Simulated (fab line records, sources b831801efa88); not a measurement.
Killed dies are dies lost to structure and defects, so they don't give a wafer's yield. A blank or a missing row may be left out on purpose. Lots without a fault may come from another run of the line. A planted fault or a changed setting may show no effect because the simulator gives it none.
Which tool did it? | flow gf180mcu | 12 lots, 36 wafers sampled, at 6 steps of a route of 602

WHAT THE GAUGES READ, wafer by wafer
GF_HV_LDD_RS_MEAS_53: measures by four-point-probe. Usual: HV_LDD_RS 419.2 ohm/sq, standard deviation 0.83.
lot  | measured     | on            | HV_LDD_RS (ohm/sq) | flag
L748 | day 12 21:08 | film_metro-03 | 419.6 420.1 419.8  |
L749 | day 13 09:36 | film_metro-01 | 419.7 419.2 419.7  |
L750 | day 13 19:03 | film_metro-02 | 418.8 418.2 417.8  |
L751 | day 14 07:21 | film_metro-02 | 419.1 418.6 418.2  |
L752 | day 14 14:30 | film_metro-02 | 420.0 418.6 419.1  |
L754 | day 15 11:06 | film_metro-03 | 418.7 418.6 419.2  |
L755 | day 15 18:58 | film_metro-02 | 418.0 418.8 418.9  |
L757 | day 16 01:45 | film_metro-01 | 418.9 418.9 419.7  |
L758 | day 16 09:59 | film_metro-02 | 419.6 420.0 419.8  |
L767 | day 19 17:37 | film_metro-01 | 418.1 420.2 419.9  |
L768 | day 19 23:40 | film_metro-01 | 418.8 419.9 418.5  |
L769 | day 20 04:53 | film_metro-02 | 418.6 416.9 419.0  |

GF_HV_LDD_THK_MEAS_55. Usual: HV_LDD_CVD_54_THK 9.95 nm, standard deviation 0.13.
lot  | measured     | on            | HV_LDD_CVD_54_THK (nm) | flag
L748 | day 12 22:46 | film_metro-03 | 9.86 9.91 9.95         |
L749 | day 13 10:44 | film_metro-03 | 10.00 10.13 9.99       |
L750 | day 13 20:11 | film_metro-02 | 9.95 9.99 9.97         |
L751 | day 14 09:00 | film_metro-01 | 9.98 9.87 9.80         |
L752 | day 14 16:09 | film_metro-01 | 9.85 10.02 9.83        |
L754 | day 15 13:30 | film_metro-01 | 9.97 9.83 9.78         |
L755 | day 15 21:56 | film_metro-01 | 9.95 9.98 9.90         |
L757 | day 16 02:53 | film_metro-03 | 9.81 9.85 9.88         |
L758 | day 16 11:07 | film_metro-01 | 9.91 9.99 9.97         |
L767 | day 19 18:45 | film_metro-01 | 9.92 9.98 9.93         |
L768 | day 20 00:47 | film_metro-01 | 9.74 9.62 9.79         |
L769 | day 20 06:31 | film_metro-03 | 9.95 9.94 10.04        |

GF_PSD_OVL_MEAS_08. Usual: PSD_OVL -0.3 nm, standard deviation 1.2.
lot  | measured     | on         | PSD_OVL (nm)   | flag
L748 | day 14 18:51 | overlay-02 | 1.2 0.3 0.9    |
L749 | day 15 06:32 | overlay-01 | -0.7 -0.5 -2.9 |
L750 | day 15 16:00 | overlay-01 | 0.7 0.3 0.9    |
L751 | day 16 05:42 | overlay-01 | -1.8 -1.1 -1.5 |
L752 | day 16 13:47 | overlay-02 | 0.2 0.4 1.0    |
L754 | day 17 12:53 | overlay-02 | -0.7 0.8 -0.2  |
L755 | day 17 21:11 | overlay-01 | -0.7 -0.3 -1.6 |
L757 | day 18 02:32 | overlay-01 | 0.4 -2.1 -1.2  |
L758 | day 18 11:12 | overlay-01 | 1.8 1.9 -0.6   |
L767 | day 21 20:29 | overlay-01 | 0.3 0.5 0.2    |
L768 | day 22 02:35 | overlay-01 | -0.2 -0.7 -0.1 |
L769 | day 22 07:42 | overlay-01 | 0.3 0.4 0.0    |

GF_PSD_RS_MEAS_14: measures by four-point-probe. Usual: NSD_RS 46.14 ohm/sq, standard deviation 0.076.
lot  | measured     | on            | NSD_RS (ohm/sq)                     | flag
L748 | day 14 19:22 | film_metro-02 | 46.12 46.14 46.15                   |
L749 | day 15 07:01 | film_metro-02 | 46.20 46.14 46.27                   |
L750 | day 15 16:29 | film_metro-03 | 46.22 46.21 46.14                   |
L751 | day 16 06:11 | film_metro-04 | 46.31 46.11 46.17                   |
L752 | day 16 14:16 | film_metro-03 | 46.20 46.27 46.23                   |
L754 | day 17 13:22 | film_metro-02 | 46.13 46.06 46.07                   |
L755 | day 17 21:41 | film_metro-04 | 46.04 46.14 46.06                   |
L757 | day 18 03:01 | film_metro-02 | 46.09 46.04 46.14                   |
L758 | day 18 11:42 | film_metro-03 | 46.18 46.25 46.14                   |
L767 | day 21 20:59 | film_metro-04 | 46.27 46.60 46.09 46.17 46.73 46.15 |
L768 | day 22 03:05 | film_metro-02 | 46.12 46.78 46.05 46.19 46.73 46.04 |
L769 | day 22 08:13 | film_metro-04 | 46.10 46.15 46.18                   |

WHICH TOOL RAN EACH LOT (tool, then ch and the chambers of the sampled wafers, then the start)
lot  | GF_NSD_IMPLANT_09               | GF_NSD_STRIP_11
L748 | implanter-01 ch 0, day 13 21:43 | plasma_asher-02 ch 0,1, day 13 21:59
L749 | implanter-01 ch 0, day 14 08:46 | plasma_asher-01 ch 1, day 14 09:04
L750 | implanter-03 ch 0, day 14 17:59 | plasma_asher-02 ch 1, day 14 18:16
L751 | implanter-03 ch 0, day 15 07:53 | plasma_asher-02 ch 0,1, day 15 08:10
L752 | implanter-01 ch 0, day 15 15:31 | plasma_asher-04 ch 0,1, day 15 15:49
L754 | implanter-04 ch 0, day 16 12:54 | plasma_asher-01 ch 0,1, day 16 13:10
L755 | implanter-01 ch 0, day 16 22:08 | plasma_asher-01 ch 0,1, day 16 22:25
L757 | implanter-04 ch 0, day 17 03:13 | plasma_asher-02 ch 0,1, day 17 03:31
L758 | implanter-03 ch 0, day 17 11:04 | plasma_asher-02 ch 0,1, day 17 11:22
L767 | implanter-01 ch 0, day 20 20:17 | plasma_asher-01 ch 0,1, day 20 20:34
L768 | implanter-01 ch 0, day 21 03:17 | plasma_asher-01 ch 0,1, day 21 03:34
L769 | implanter-03 ch 0, day 21 07:52 | plasma_asher-02 ch 0,1, day 21 08:09
- GF_NSD_IMPLANT_09
- GF_NSD_STRIP_11: strips in O2/N2.

WHAT THE TOOLS THEMSELVES READ (means of the sampled wafers that have a number; where no wafer has one, the mark that the record gives instead)
GF_NSD_STRIP_11. Usual: drypump_motor_current_A 5.7 A, standard deviation 0.45; heater_power_w 356 W, standard deviation 45; o2_flow_sccm 3001 sccm, standard deviation 8; oes_product_au 0.486 a.u., standard deviation 0.0042; strip_time_to_endpoint_s 22.97 s, standard deviation 0.033.
lot  | tool            | drypump_motor_current_A (A) | heater_power_w (W) | o2_flow_sccm (sccm) | oes_product_au (a.u.) | strip_time_to_endpoint_s (s) | flag
L748 | plasma_asher-02 | 6.1                         | 396                | 3002                | 0.485                 | 22.97                        |
L749 | plasma_asher-01 | 5.1                         | 391                | 3005                | 0.487                 | 22.99                        |
L750 | plasma_asher-02 | 6.3                         | 420                | 3009                | 0.491                 | 22.97                        |
L751 | plasma_asher-02 | 6.1                         | 396                | 3006                | 0.485                 | 22.98                        |
L752 | plasma_asher-04 | 5.7                         | 307                | 3003                | 0.489                 | 23.02                        |
L754 | plasma_asher-01 | 5.3                         | 366                | 3000                | 0.487                 | 23.01                        |
L755 | plasma_asher-01 | 5.4                         | 328                | 3000                | 0.488                 | 22.94                        |
L757 | plasma_asher-02 | 6.0                         | 380                | 2996                | 0.481                 | 22.94                        |
L758 | plasma_asher-02 | 6.0                         | 376                | 3002                | 0.487                 | 22.92                        |
L767 | plasma_asher-01 | 5.3                         | 362                | 2994                | 0.489                 | 22.78                        | OFF
L768 | plasma_asher-01 | 5.4                         | 332                | 2997                | 0.487                 | 22.83                        | OFF
L769 | plasma_asher-02 | 6.0                         | 383                | 3008                | 0.486                 | 22.96                        |

THE ANSWER, worked out from the rows above alone
Rule: a lot is off if the mean of its wafers that have a number lies more than 3 standard deviations from the usual mean. A lot without any number at a reading at which 4 lots or more have one is off too. The other lots that the step has rows for count as sound. The gauges are gone through in route order, then the tools' own readings, and for those a lot's mean is taken as printed above. The first step at which some lot is off is used, and at that step the reading that is off furthest; a lot without a number counts as furthest.
Off: L767, L768, at GF_NSD_STRIP_11 (strip_time_to_endpoint_s).
A tool fits if, at that step or a process step before it, it ran every lot that is off, and no sound lot after the first of them. Can't be told from this: 2 tools fit, implanter-01 at GF_NSD_IMPLANT_09, plasma_asher-01 at GF_NSD_STRIP_11.

WHAT THE SIMULATOR HAD PUT IN
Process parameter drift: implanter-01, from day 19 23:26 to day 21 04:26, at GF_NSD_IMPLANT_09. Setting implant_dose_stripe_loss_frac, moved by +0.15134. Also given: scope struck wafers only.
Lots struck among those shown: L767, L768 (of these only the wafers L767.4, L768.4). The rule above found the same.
